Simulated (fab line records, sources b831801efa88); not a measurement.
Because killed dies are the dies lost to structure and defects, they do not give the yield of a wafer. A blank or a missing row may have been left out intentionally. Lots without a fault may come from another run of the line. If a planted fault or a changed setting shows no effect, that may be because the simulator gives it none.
Struck lot and sound lot, side by side / flow sky130 / 18 out of 708 route steps
Sound: the wafers L839.1, L839.5, L839.6. The struck wafers were L846.1, L846.2, L846.4. The cause is given at the end.
Order at every step that has rows: each side's tool, ch and its chambers, its first start. Under that, the readings that differ: sound wafers / struck wafers / difference of the means / sigmas: that difference in standard deviations of wafers without a fault.
alike: readings with means less than 2 such deviations apart, plus words and numbers identical on both sides. not compared: withheld readings, readings lacking a value on some wafer, bounds such as >300 that could conceal the same value, and numbers that have no deviation in the record and whose values overlap.
A row with sigmas, a row that says differs or no value, or rows on one side alone: a step with any of these is where the two part. Non-overlapping numbers with no deviation appear without sigmas and do not part them. A reading that every wafer of one side lacks parts them only if that side has two wafers or more.

first, 5 steps without rows for these wafers: SKY_VIA4_COAT_06 (resist thk 1140 nm); SKY_VIA4_SOFTBAKE_07 (time 60 s); SKY_VIA4_EXPOSE_08 (exposes mask VIM4, target cd 800 nm); SKY_VIA4_PEB_09; SKY_VIA4_DEVELOP_10 (develop time 60 s).
SKY_VIA4_OVL_MEAS_11:
  sound: overlay-02 at day 44 11:15; struck: overlay-02 at day 45 18:03
  alike: VIA4_OVL
SKY_VIA4_ETCH_12: etches SiO2 in C4F8/O2/Ar, stops on TiN, target depth 580 nm.
  sound on rie-diel-04 ch 0,1, day 44 11:17; struck on rie-diel-04 ch 0,1,3, day 45 18:05
  alike: oes-product-au
SKY_VIA4_STRIP_13: strips in O2/N2.
  sound on plasma-asher-04 ch 0,1, day 44 11:22; struck on plasma-asher-02 ch 0,1, day 45 18:10
  alike: drypump-motor-current-A, oes-product-au, strip-time-to-endpoint-s
  not compared: rf-hours-counter-h
then, 3 steps without rows for these wafers: SKY_VIA4_STRIP_14 (strips in post etch residue remover, time 1200 s); SKY_VIA4_CLEAN_15 (cleans in IPA, time 180 s); SKY_VIA4_CLEAN_16 (cleans in O3/DIW).
SKY_VIA4_SPUTTER_17: material TiN, target thk 20 nm, time 80 s.
  sound: pvd-sputter-03 at day 44 11:57; struck: pvd-sputter-03 at day 45 18:47
  alike: throttle-valve-pct
SKY_VIA4_CVD_18: deposits W, target thk 505 nm, time 152.14 s.
  sound on cvd-w-01 ch 0,1, day 44 12:01; struck on cvd-w-02 ch 0,1, day 45 18:51
reading=susceptor-temp-C (C); sound=399.77 400.11 399.87; struck=390.24 389.96 389.70; difference=-9.95; sigmas=-47
reading=model.W_of_VIA4_CVD_18.thk-nm (nm); sound=507 498.8 506.7; struck=418 435.2 433.9; difference=-75; sigmas=
  alike: heater-power-w
SKY_VIA4_RS_MEAS_19: measures by four-point-probe.
  sound: film-metro-03 at day 44 12:10; struck: film-metro-04 at day 45 19:00
reading=VIA4_W_RS (ohm/sq); sound=0.225 0.229 0.225; struck=0.273 0.263 0.263; difference=+0.040; sigmas=+11
SKY_VIA4_THK_MEAS_20: measures by xrf.
  sound: film-metro-03 at day 44 12:17; struck: film-metro-04 at day 45 19:07
reading=VIA4_W_THK (nm); sound=510 501 510; struck=421 442 438; difference=-73; sigmas=-7
SKY_VIA4_CMP_21: polishes, stops on SiO2, t overpolish 25 s, target thk 0 nm.
  sound on cmp-02 ch 0,1,2, day 44 12:30; struck on cmp-02 ch 0,1,2, day 45 19:11
reading=time-to-endpoint-s (s); sound=125 125 123; struck=105 105 107; difference=-19; sigmas=-4
  alike: edge-zone-pressure-frac, head-pressure-psi, motor-current-A, retaining-ring-pressure-frac
SKY_METAL5_SPUTTER_00: material Ti, target thk 15 nm, time 10 s.
  sound: pvd-sputter-01 at day 44 12:39; struck: pvd-sputter-01 at day 45 19:29
  alike: throttle-valve-pct
-- the record jumps here: 3 days lie between the struck wafers' starts before and after (it left off in module METAL5 and takes up again in module PAD_OPEN, whose first step shown is number 708 of the route) --
SKY_PAD_OPEN_PROBE_99:
  only the struck wafers here have rows in the record (prober-01, day 48 11:13); the sound ones have none

WHERE THEY PART
Last at SKY_PAD_OPEN_PROBE_99 as far as this record goes, first at SKY_VIA4_CVD_18.

WHY: whatever the simulator had introduced
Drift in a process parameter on cvd-w-02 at SKY_VIA4_CVD_18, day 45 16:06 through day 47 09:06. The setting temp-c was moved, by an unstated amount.
